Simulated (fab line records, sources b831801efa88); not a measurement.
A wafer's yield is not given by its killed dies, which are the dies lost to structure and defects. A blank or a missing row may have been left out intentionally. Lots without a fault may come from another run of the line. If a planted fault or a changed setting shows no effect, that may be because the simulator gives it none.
A lot that was struck, set against a sound lot || flow gf180mcu || 37 steps out of a route of 602
Sound: these wafers, L372.1, L372.3, L372.4. Wafers L383.3, L383.5, L383.6 were the ones struck. Last of all comes the cause.
Per side, at each step with rows, come the tool, then ch with its chambers, and then its first start. Under that, the readings that differ: sound wafers || struck wafers || difference of the means || sigmas: that difference in standard deviations of wafers without a fault.
alike: words and numbers the same on both sides, and readings whose means are apart by under 2 such deviations; not compared: readings that were withheld, readings missing a value for some wafer, numbers with overlapping values and no deviation given by the record, and bounds like >300 which may hide the same value.
A row with sigmas, a row that says differs or no value, or rows on one side alone: a step with any of these is where the two part. Numbers that don't overlap but have no deviation are shown without sigmas and don't part them. A reading missing from all wafers of one side parts the sides only when that side holds two or more wafers.

first, 11 steps without rows for these wafers: GF_DUAL_GATE_DEHYDRATE_04 (time 60 s); GF_DUAL_GATE_HMDS_05 (prime time 60 s); GF_DUAL_GATE_COAT_06 (resist thk 1000 nm); GF_DUAL_GATE_SOFTBAKE_07 (time 60 s); GF_DUAL_GATE_EXPOSE_08 (exposes mask Dualgate, target cd 700 nm); GF_DUAL_GATE_PEB_09; GF_DUAL_GATE_DEVELOP_10 (develop time 60 s); GF_DUAL_GATE_WET_ETCH_12 (etches SiO2 in dHF, target depth 13 nm, time 260 s); GF_DUAL_GATE_STRIP_13 (strips in O2/N2); GF_DUAL_GATE_CLEAN_14 (cleans in SC1/SC2, time 150 s); GF_DUAL_GATE_OXIDATION_15 (stabilise 600 s, purge 300 s, target thk 7.098 nm).
GF_POLY_GATE_CVD_00: deposits poly-Si, target thk 200 nm, time 1200 s.
  sound on lpcvd-02 ch 0, day 8 12:59; struck on lpcvd-02 ch 1, day 11 13:34
{"reading": "pressureMtorr (mTorr)", "sound": "200.3 200.2 200.7", "struck": "199.9 199.7 199.3", "difference": -0.8, "sigmas": -2}
{"reading": "spikeTcBottomC (C)", "sound": "633.9 633.8 635.9", "struck": "623.8 625.7 624.1", "difference": -10.0, "sigmas": -6}
{"reading": "spikeTcCentreC (C)", "sound": "619.8 618.4 618.9", "struck": "609.0 608.3 607.2", "difference": -10.9, "sigmas": -8}
{"reading": "spikeTcLowerC (C)", "sound": "619.9 621.3 620.6", "struck": "608.1 610.0 607.6", "difference": -12.0, "sigmas": -9}
{"reading": "spikeTcTopC (C)", "sound": "636.8 638.2 638.8", "struck": "629.5 629.8 630.2", "difference": -8.1, "sigmas": -5}
{"reading": "spikeTcUpperC (C)", "sound": "621.0 621.8 620.3", "struck": "604.9 605.2 606.1", "difference": -15.6, "sigmas": -11}
{"reading": "susceptorTempC (C)", "sound": "619.85 619.85 620.21", "struck": "607.28 606.88 607.60", "difference": -12.72, "sigmas": -44}
{"reading": "model.poly-Si_of_POLY_GATE_CVD_00.thkNm (nm)", "sound": "198.2 199.4 199", "struck": "151.8 151.8 150.7", "difference": -47.4, "sigmas": ""}
  alike: zonePowerBottomPct
GF_POLY_GATE_THK_MEAS_01:
  sound on filmMetro-01 at day 8 14:20; struck on filmMetro-03 at day 11 14:55
{"reading": "POLY_GATE_CVD_00_THK (nm)", "sound": "198.3 199.5 199.1", "struck": "151.7 151.8 150.7", "difference": -47.6, "sigmas": -24}
then, 9 steps without rows for these wafers: GF_POLY_GATE_DEHYDRATE_02 (time 60 s); GF_POLY_GATE_HMDS_03 (prime time 60 s); GF_POLY_GATE_COAT_04; GF_POLY_GATE_COAT_05 (resist thk 700 nm); GF_POLY_GATE_SOFTBAKE_06 (time 60 s); GF_POLY_GATE_EXPOSE_07 (exposes mask Poly2, target cd 280 nm); GF_POLY_GATE_PEB_08 (peb time 90 s); GF_POLY_GATE_DEVELOP_09 (develop time 60 s); GF_POLY_GATE_ETCH_12 (etches BARC in N2/H2).
GF_POLY_GATE_ETCH_13: etches poly-Si in HBr/Cl2, stops on SiO2, target depth 198.5 nm, time 72.55 s.
  sound on rieSi-02 ch 0,2,3, day 9 07:01; struck on rieSi-01 ch 0,3, day 12 09:10
{"reading": "oesProductAu (a.u.)", "sound": "0.975 0.994 0.977", "struck": "0.818 0.815 0.824", "difference": -0.163, "sigmas": -23}
{"reading": "model.etch.depthNm (nm)", "sound": "198.2 199.4 199", "struck": "151.8 151.8 150.7", "difference": -47.4, "sigmas": ""}
{"reading": "model.POLY_GATE.featureDepthNm (nm)", "sound": "198.3 199.5 199.1", "struck": "151.9 151.9 150.9", "difference": -47.4, "sigmas": ""}
  alike: HBr_flow_sccm, drypumpMotorCurrentA, throttleValvePct
  not compared: rfHoursCounterH
then, 12 steps without rows for these wafers: GF_POLY_GATE_STRIP_14 (strips in O2/N2); GF_POLY_GATE_CLEAN_15 (cleans in SC1/SC2, time 150 s); GF_POLY_GATE_OXIDATION_16 (stabilise 600 s, purge 300 s, target thk 4 nm); GF_HV_LDD_DEHYDRATE_00 (time 60 s); GF_HV_LDD_HMDS_01 (prime time 60 s); GF_HV_LDD_COAT_02 (resist thk 1000 nm); GF_HV_LDD_SOFTBAKE_03 (time 60 s); GF_HV_LDD_EXPOSE_04 (exposes mask Nplus LV AREA, target cd 400 nm); GF_HV_LDD_PEB_05; GF_HV_LDD_DEVELOP_06 (develop time 60 s); GF_HV_LDD_IMPLANT_09; GF_HV_LDD_STRIP_10 (strips in O2/N2).
-- the record jumps here: 7 days lie between the struck wafers' starts before and after (it left off in module HV_LDD and takes up again in module SALICIDE, whose first step shown is number 278 of the route) --
GF_SALICIDE_CLEAN_00: cleans in SC1/SC2, time 150 s.
  sound on wetBench-04 ch 3, day 15 03:13; struck on wetBench-03 ch 1, day 19 00:07
{"reading": "model.poly-Si_of_POLY_GATE_CVD_00.thkNm (nm)", "sound": "196.9 198.1 197.7", "struck": "150.5 150.6 149.5", "difference": -47.4, "sigmas": ""}
-- the record jumps here: 13 days lie between the struck wafers' starts before and after (it left off in module SALICIDE and takes up again in module PASSIVATION, whose first step shown is number 602 of the route) --
GF_PASSIVATION_PROBE_99:
  sound on prober-02 at day 29 00:59; struck on prober-01 at day 32 01:59
{"reading": "model.etest.ldpmos_10p0.rOnOhmUm", "sound": "1.095e+04 1.105e+04 1.108e+04", "struck": "1.058e+04 1.051e+04 1.049e+04", "difference": -5.000e+02, "sigmas": ""}
{"reading": "model.etest.pmos_6p0.rOnOhmUm", "sound": "6422 6459 6410", "struck": "5984 5933 5882", "difference": -497, "sigmas": ""}
{"reading": "model.etest.ppolyU.lineOhmUm", "sound": "437 421.5 427.2", "struck": "535 530 562.6", "difference": "+114", "sigmas": ""}
{"reading": "model.etest.npolyU.lineOhmUm", "sound": "379.8 377.9 374.2", "struck": "483 459.9 489.8", "difference": "+100", "sigmas": ""}
{"reading": "model.etest.ppolyU.rsOhmSq", "sound": "351 335 335.6", "struck": "428.8 417.5 445.6", "difference": "+90.1", "sigmas": ""}
{"reading": "model.etest.npolyU.rsOhmSq", "sound": "305.8 300.4 298.5", "struck": "381.4 373 392", "difference": "+80.6", "sigmas": ""}
{"reading": "model.etest.pmos_6p0.driveUaUm", "sound": "285.3 285.2 287.5", "struck": "321.4 322.3 327.4", "difference": "+37.7", "sigmas": ""}
{"reading": "model.etest.ldpmos_10p0.driveUaUm", "sound": "257.2 261.1 257.7", "struck": "288.4 291.2 293.2", "difference": "+32.3", "sigmas": ""}

## WHERE THEY PART
First at GF_POLY_GATE_CVD_00; last, within this record, at GF_POLY_GATE_ETCH_13.

WHY: what the simulator had put in
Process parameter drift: lpcvd-02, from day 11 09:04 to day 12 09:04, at GF_POLY_GATE_CVD_00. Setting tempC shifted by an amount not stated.
